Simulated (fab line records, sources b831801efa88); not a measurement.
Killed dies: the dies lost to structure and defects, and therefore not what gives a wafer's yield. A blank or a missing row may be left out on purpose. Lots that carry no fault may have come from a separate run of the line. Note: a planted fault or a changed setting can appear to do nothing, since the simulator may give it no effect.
Code-filled problem report in 8D (eight disciplines) form || flow gf180mcu || the parts of the form that need people (team, actions taken, sign-off) are left out

== 1. WHAT WENT WRONG ==
At GF_M1_SPUTTER_02, chamber-pressure-pa averages 0.4192 Pa over 2 wafers from 2 lots, while fault-free wafers read 0.3999 Pa, standard deviation 0.0008. Relative to the usual mean, that is a shift of +24 standard deviations.
The step: material AlCu, target thk 450 nm, time 23.9 s.
Seen first at day 22 06:23 on pvd-sputter-01, wafer L181.4. At this step, 42 wafers from 14 lots have a number in the record. Rule for "out" (also "out of limits"): further than 4 standard deviations from the usual mean. The rest of the wafers with a number are treated as sound.

== 2. WHAT IT IS, AND WHAT IT ISN'T ==
{"question": "which readings at this step", "is": "chamber-pressure-pa", "is not": "-"}
{"question": "which lots", "is": "L181, L182", "is not": "L164, L166, L169, L171, L172, L173, L174, L175, L177, L179, L185, L187"}
{"question": "which wafers of those lots", "is": "L181.4, L182.4", "is not": "L181.2, L181.5, L182.3, L182.5"}
{"question": "read on which tools", "is": "pvd-sputter-01", "is not": "pvd-sputter-02, pvd-sputter-04"}
{"question": "when", "is": "from day 22 06:23", "is not": "up to then (32 sound wafers); but 8 sound wafers of L182, L185, L187 came after"}

== 3. WHAT RULES OUT EACH SUSPECT ==
Counting: if a tool at a process step up to the reading ran every lot that is out, it stays a suspect. Sound lots after the first of them don't rule it out here, since some wafers of a struck lot are sound.
- pvd-sputter-01 at GF_M1_SPUTTER_00 (material Ti, target thk 37.5 nm, time 150 s): kept. It processed each lot that is out (first: L181, day 22 06:15); up to then, its last sound lot is L177 (day 21 11:23).
- pvd-sputter-01 at GF_M1_SPUTTER_02 (material AlCu, target thk 450 nm, time 23.9 s): kept. It processed each lot that is out (first: L181, day 22 06:23); up to then, its last sound lot is L177 (day 21 11:31). On those wafers its own readings are out: chamber-pressure-pa.
The count leaves pvd-sputter-01 at GF_M1_SPUTTER_02 and pvd-sputter-01 at GF_M1_SPUTTER_00.

== 4. THE CAUSE (what the simulator had put in) ==
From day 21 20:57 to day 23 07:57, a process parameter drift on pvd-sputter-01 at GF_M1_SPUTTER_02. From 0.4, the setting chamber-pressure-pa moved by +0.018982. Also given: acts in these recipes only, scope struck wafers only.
Counting left 2 suspects, and this tool is among them.

== 5. SEQUENCE OF EFFECTS, ordered by route ==
One row per reading whose mean, taken over the struck wafers that have a number, lies over 3 standard deviations from the usual. Only readings for which the record gives a usual standard deviation are gone through. hours: the time from each lot's start at the first step in this table that gives one to its start at this step, as a median over the lots. sigmas: the change in usual standard deviations.
{"hours": 0, "step": "GF_M1_SPUTTER_02", "reading": "chamber-pressure-pa", "usual": "0.3999 Pa", "on struck wafers": 0.4192, "change": "+0.0193", "sigmas": "+24"}
It contains these process steps:
- GF_M1_SPUTTER_02: material AlCu, target thk 450 nm, time 23.9 s.
Later measuring or inspecting steps at which every struck wafer that the step has a row for has a number for every such reading, and none has moved that far: GF_M1_CD_MEAS_14.

== 6. HOW IT WOULD HAVE BEEN CAUGHT EARLIER ==
First out-of-limits reading in this record: day 22 06:23, which is 9 hours after fault onset at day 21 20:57.
